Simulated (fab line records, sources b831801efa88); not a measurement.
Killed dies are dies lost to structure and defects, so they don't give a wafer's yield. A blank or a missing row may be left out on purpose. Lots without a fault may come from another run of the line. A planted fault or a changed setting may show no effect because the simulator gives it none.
Which tool did it? | flow sky130 | 6 lots, 18 wafers sampled, at 3 steps of a route of 708

WHAT THE GAUGES READ, wafer by wafer
SKY_SONOS_ONO_THK_MEAS_01.
lot  | measured     | on            | SONOS_ONO_OXIDATION_THK (nm)
L686 | day 12 08:24 | film_metro-04 | 2.60 2.55 2.66
L688 | day 13 17:47 | film_metro-01 | 2.91 2.85 2.93
L690 | day 13 20:43 | film_metro-04 | 2.86 2.89 2.93
L699 | day 16 18:48 | film_metro-01 | 2.60 2.56 2.54
L703 | day 18 13:43 | film_metro-01 | 2.62 2.64 2.64
L706 | day 19 07:26 | film_metro-04 | 2.53 2.61 2.60

WHICH TOOL RAN EACH LOT (tool, then ch and the chambers of the sampled wafers, then the start)
lot  | SKY_VT_ADJUST_HVTR_STRIP_10          | SKY_SONOS_ONO_OXIDATION_00
L686 | plasma_asher-04 ch 0,1, day 10 04:56 | furnace-01 ch 0, day 12 07:03
L688 | plasma_asher-04 ch 0,1, day 11 12:14 | furnace-01 ch 0, day 13 16:26
L690 | plasma_asher-04 ch 1, day 11 16:49   | furnace-01 ch 0, day 13 19:17
L699 | plasma_asher-03 ch 0,1, day 14 07:53 | furnace-02 ch 0, day 16 17:27
L703 | plasma_asher-04 ch 0,1, day 16 03:37 | furnace-02 ch 0, day 18 12:23
L706 | plasma_asher-03 ch 0,1, day 16 19:53 | furnace-02 ch 0, day 19 06:04
- SKY_VT_ADJUST_HVTR_STRIP_10: strips in O2/N2.
- SKY_SONOS_ONO_OXIDATION_00: stabilise 600 s, purge 300 s, target thk 2.6 nm.

THE ANSWER, worked out from the rows above alone
Rule: what is usual is taken from the lots themselves. Put in order of their means at a reading, lots are off if they are a third of the lots or fewer, leave a main group of 4 or more, and stand apart from it by a gap of 3 or more times the standard deviation of the main group's means; of several such gaps the widest counts. A main group whose means are all the same, to the digits that the tables above print for the reading, isn't used. A lot without any number at a reading at which 4 lots or more have one is off too. The other lots that the step has rows for count as sound.
Off: L688, L690, at SKY_SONOS_ONO_THK_MEAS_01 (SONOS_ONO_OXIDATION_THK). The main group: mean 2.60 nm, standard deviation 0.025.
A tool fits if, at a process step before that reading, it ran every lot that is off, and no sound lot after the first of them. The gauges at SKY_SONOS_ONO_THK_MEAS_01 are tried like those tools. One fits: furnace-01 at SKY_SONOS_ONO_OXIDATION_00. Its last sound lot is L686 (day 12 07:03), its first lot that is off L688 (day 13 16:26): a fault that began between those two fits.

WHAT THE SIMULATOR HAD PUT IN
Process parameter drift: furnace-01, from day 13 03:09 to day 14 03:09, at SKY_SONOS_ONO_OXIDATION_00. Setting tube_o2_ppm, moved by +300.
Lots struck among those shown: L688, L690. The rule above found the same.
